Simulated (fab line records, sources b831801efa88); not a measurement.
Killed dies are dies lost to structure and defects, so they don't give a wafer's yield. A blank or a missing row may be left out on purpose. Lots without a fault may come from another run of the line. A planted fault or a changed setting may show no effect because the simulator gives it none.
Which tool did it? | flow sky130 | 11 lots, 33 wafers sampled, at 1 step of a route of 708

WHAT THE GAUGES READ, wafer by wafer
SKY_CAPM_RS_MEAS_03: measures by four-point-probe.
lot  | measured     | on            | CAPM_TIN_RS (ohm/sq)
L245 | day 36 15:40 | film_metro-03 | 6.79 6.82 6.79
L247 | day 37 07:14 | film_metro-04 | 6.89 6.91 6.82
L250 | day 38 03:00 | film_metro-04 | 6.78 6.74 6.67
L253 | day 39 09:33 | film_metro-04 | 6.87 6.84 6.82
L255 | day 40 03:47 | film_metro-01 | 6.84 6.86 6.85
L257 | day 40 16:17 | film_metro-03 | 6.92 6.98 6.89
L263 | day 42 04:32 | film_metro-01 | 6.83 6.84 6.75
L265 | day 43 05:14 | film_metro-03 | 6.79 6.79 6.84
L266 | day 43 13:14 | film_metro-03 | 6.82 6.74 6.74
L267 | day 43 14:50 | film_metro-04 | 6.87 6.92 6.86
L268 | day 43 21:51 | film_metro-03 | 6.89 6.85 6.77

WHICH TOOL RAN EACH LOT (tool, then ch and the chambers of the sampled wafers, then the start)
The record holds no process step before these readings.

THE ANSWER, worked out from the rows above alone
Rule: what is usual is taken from the lots themselves. Put in order of their means at a reading, lots are off if they are a third of the lots or fewer, leave a main group of 4 or more, and stand apart from it by a gap of 3 or more times the standard deviation of the main group's means; of several such gaps the widest counts. A main group whose means are all the same, to the digits that the tables above print for the reading, isn't used. A lot without any number at a reading at which 4 lots or more have one is off too. The other lots that the step has rows for count as sound.
No lot is off at any reading shown: from this, nothing can be told.

WHAT THE SIMULATOR HAD PUT IN
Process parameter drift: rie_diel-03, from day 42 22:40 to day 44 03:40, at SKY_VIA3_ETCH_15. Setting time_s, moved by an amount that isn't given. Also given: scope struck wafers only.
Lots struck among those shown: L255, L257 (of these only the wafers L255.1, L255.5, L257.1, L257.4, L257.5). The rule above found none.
